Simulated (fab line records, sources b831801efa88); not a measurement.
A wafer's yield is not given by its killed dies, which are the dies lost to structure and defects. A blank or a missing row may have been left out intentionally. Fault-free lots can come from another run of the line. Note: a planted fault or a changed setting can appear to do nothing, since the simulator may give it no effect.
One fault through the eyes of 2 desks :: flow gf180mcu :: only its own numbers are on each desk; what lay behind them is given at the end

DESK OF THE TOOL OWNER: cmp-01
The tool's own readings at GF_V3_CMP_26 (polishes, stops on SiO2, t overpolish 15 s, target thk 0 nm): means of the sampled wafers that have a number, for each lot that ran on this tool. If a lot's mean is further than 4 standard deviations from the usual mean, the lot is out of limits and carries the mark OUT (the distance appears in the brackets).
Columns: A = edge zone pressure frac at GF_V3_CMP_26, usual 1.000; B = motor current A at GF_V3_CMP_26, usual 10.1 A; C = overpolish run s at GF_V3_CMP_26, usual 15.001 s; D = time to endpoint s at GF_V3_CMP_26, usual 83.8 s
lot: L611
first seen here: day 22 06:11
A: 0.998
B: 10.0
C: 15.005
D: 83.2

lot: L613
first seen here: day 23 00:45
A: 0.999
B: 10.6
C: 15.000
D: 83.5

lot: L614
first seen here: day 23 07:43
A: 1.000
B: 10.7
C: 14.990
D: 82.9

lot: L618
first seen here: day 24 22:20
A: 1.001
B: 10.1
C: 10.017 (-99 or more) OUT
D: 98.5 (+6.1) OUT

lot: L626
first seen here: day 27 20:19
A: 1.001
B: 10.2
C: 14.997
D: 82.9

lot: L631
first seen here: day 29 13:02
A: 0.996
B: 10.4
C: 15.001
D: 85.9

lot: L633
first seen here: day 29 16:35
A: 1.003
B: 9.5
C: 14.997
D: 80.5
This desk's finding: out of limits on L618; first on L618, day 24 22:20 (overpolish run s at GF_V3_CMP_26). Within limits: L611, L613, L614, L626, L631, L633.

FROM THE METROLOGY DESK
What the gauges read, lot by lot, whatever tool the lot ran on: means of the sampled wafers that have a number. If a lot's mean is further than 4 standard deviations from the usual mean, the lot is out of limits and carries the mark OUT (the distance appears in the brackets).
Columns: A = V3_OVL at GF_V3_OVL_MEAS_15, usual -3 nm
lot: L611
first seen here: day 22 04:58
A: 0

lot: L612
first seen here: day 22 12:55
A: -5

lot: L613
first seen here: day 22 23:40
A: -8

lot: L614
first seen here: day 23 06:38
A: 2

lot: L618
first seen here: day 24 21:15
A: -3

lot: L626
first seen here: day 27 19:11
A: -7

lot: L628
first seen here: day 28 11:30
A: -0

lot: L629
first seen here: day 28 17:24
A: -5

lot: L630
first seen here: day 28 22:59
A: -4

lot: L632
first seen here: day 29 10:57
A: -6

lot: L631
first seen here: day 29 11:35
A: -0

lot: L633
first seen here: day 29 15:30
A: -4
This desk found nothing out of limits on any of the 12 lots.

BROUGHT TOGETHER
The tool owner's desk had the chance to raise an alarm at day 24 22:20 on L618.
From the metrology desk's view, nothing was out of limits.
The metrology desk has L618 on record, within its limits.
GF_V3_CMP_26 was run on cmp-01 by each of the lots named.

WHAT THE SIMULATOR HAD INSERTED
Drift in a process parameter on cmp-01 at GF_V3_CMP_26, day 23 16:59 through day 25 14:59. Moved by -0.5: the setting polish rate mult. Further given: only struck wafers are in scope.
Lots struck among those shown: L618.
Each desk's first reading out of limits, in hours after the fault started: the tool owner's desk, 29.
